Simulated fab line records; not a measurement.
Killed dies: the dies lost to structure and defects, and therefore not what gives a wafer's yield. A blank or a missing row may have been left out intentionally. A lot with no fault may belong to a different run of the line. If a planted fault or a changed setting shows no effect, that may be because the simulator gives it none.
Which of the tools did it? | flow gf180mcu | 14 lots with 42 wafers sampled at 2 steps, on a route of 602 steps

WHAT THE GAUGES READ, wafer by wafer
GF_V2_OVL_MEAS_15. Usual: V2_OVL -4 nm, standard deviation 4.4.
lot  | measured     | on         | V2_OVL (nm) | flag
L385 | day 19 20:56 | overlay-02 | -1 -6 0     | 
L387 | day 20 21:19 | overlay-01 | 2 0 -5      | 
L388 | day 21 05:04 | overlay-01 | -7 -11 -5   | 
L389 | day 21 14:50 | overlay-01 | 3 -2 -7     | 
L392 | day 23 01:44 | overlay-01 | -8 -4 -10   | 
L396 | day 24 12:41 | overlay-01 | 1 0 1       | 
L397 | day 24 15:38 | overlay-01 | -11 -2 -7   | 
L402 | day 26 07:08 | overlay-02 | -7 -7 2     | 
L403 | day 26 23:23 | overlay-01 | -4 3 -1     | 
L404 | day 27 01:23 | overlay-02 | -2 -3 0     | 
L405 | day 27 02:55 | overlay-01 | -5 -9 -12   | 
L406 | day 27 12:17 | overlay-01 | -2 -1 -4    | 
L407 | day 27 20:37 | overlay-01 | -5 -5 -2    | 
L408 | day 28 02:37 | overlay-01 | -4 -7 -9    | 

TOOL THAT RAN EACH LOT (tool first, then ch and the chambers of the sampled wafers, then the start)
lot  | GF_M2_SPUTTER_03
L385 | pvdSputter-03, day 17 20:26
L387 | pvdSputter-04, day 18 19:20
L388 | pvdSputter-01, day 19 03:11
L389 | pvdSputter-01, day 19 13:29
L392 | pvdSputter-04, day 21 00:10
L396 | pvdSputter-01, day 22 12:34
L397 | pvdSputter-01, day 22 15:26
L402 | pvdSputter-01, day 24 10:50
L403 | pvdSputter-01, day 25 04:26
L404 | pvdSputter-01, day 25 06:33
L405 | pvdSputter-04, day 25 07:27
L406 | pvdSputter-04, day 25 17:29
L407 | pvdSputter-01, day 26 03:05
L408 | pvdSputter-01, day 26 07:44
- GF_M2_SPUTTER_03: material Ti, target thk 10 nm, time 6.7 s.

AS READ BY THE TOOLS THEMSELVES (means over the sampled wafers that have a number; for cases with no such wafer, the mark the record gives instead)
GF_M2_SPUTTER_03. Usual: cathodeDcPowerW 3000.0 W, standard deviation 0.56; chamberPressurePa 0.3000 Pa, standard deviation 0.00058; throttleValvePct 30.1 %, standard deviation 0.79.
lot  | tool          | cathodeDcPowerW (W) | chamberPressurePa (Pa) | throttleValvePct (%) | flag
L385 | pvdSputter-03 | 2999.3              | 0.3001                 | 29.9                 | 
L387 | pvdSputter-04 | 3000.3              | 0.3001                 | 31.3                 | 
L388 | pvdSputter-01 | 2999.7              | 0.3006                 | 29.7                 | 
L389 | pvdSputter-01 | 3000.7              | 0.2998                 | 29.5                 | 
L392 | pvdSputter-04 | 3000.0              | 0.2998                 | 30.7                 | 
L396 | pvdSputter-01 | 3000.2              | 0.3006                 | 29.6                 | 
L397 | pvdSputter-01 | 2999.7              | 0.3004                 | 30.2                 | 
L402 | pvdSputter-01 | 2999.9              | 0.2995                 | 29.8                 | 
L403 | pvdSputter-01 | 3000.3              | 0.3003                 | 30.0                 | 
L404 | pvdSputter-01 | 3000.0              | 0.2999                 | 29.8                 | 
L405 | pvdSputter-04 | 3000.3              | 0.3001                 | 30.8                 | 
L406 | pvdSputter-04 | 3000.2              | 0.3003                 | 30.7                 | 
L407 | pvdSputter-01 | 3000.3              | 0.2999                 | 30.3                 | 
L408 | pvdSputter-01 | 3000.2              | 0.3003                 | 29.8                 | 

THE ANSWER, worked out from the rows above alone
Rule: lot off if the mean of its wafers having a number is beyond 3 standard deviations from the usual mean. Also off: a lot with no number at a reading for which 4 or more lots have one. Where the step has rows for the other lots, those lots are counted as sound. The gauges are gone through in route order, then the tools' own readings, and for those a lot's mean is taken as printed above. At the first step where some lot is off, the reading lying furthest off is the one used; lots without a number count as furthest.
Nothing can be told from this: no lot is off at any reading shown.

WHAT WAS PUT IN BY THE SIMULATOR
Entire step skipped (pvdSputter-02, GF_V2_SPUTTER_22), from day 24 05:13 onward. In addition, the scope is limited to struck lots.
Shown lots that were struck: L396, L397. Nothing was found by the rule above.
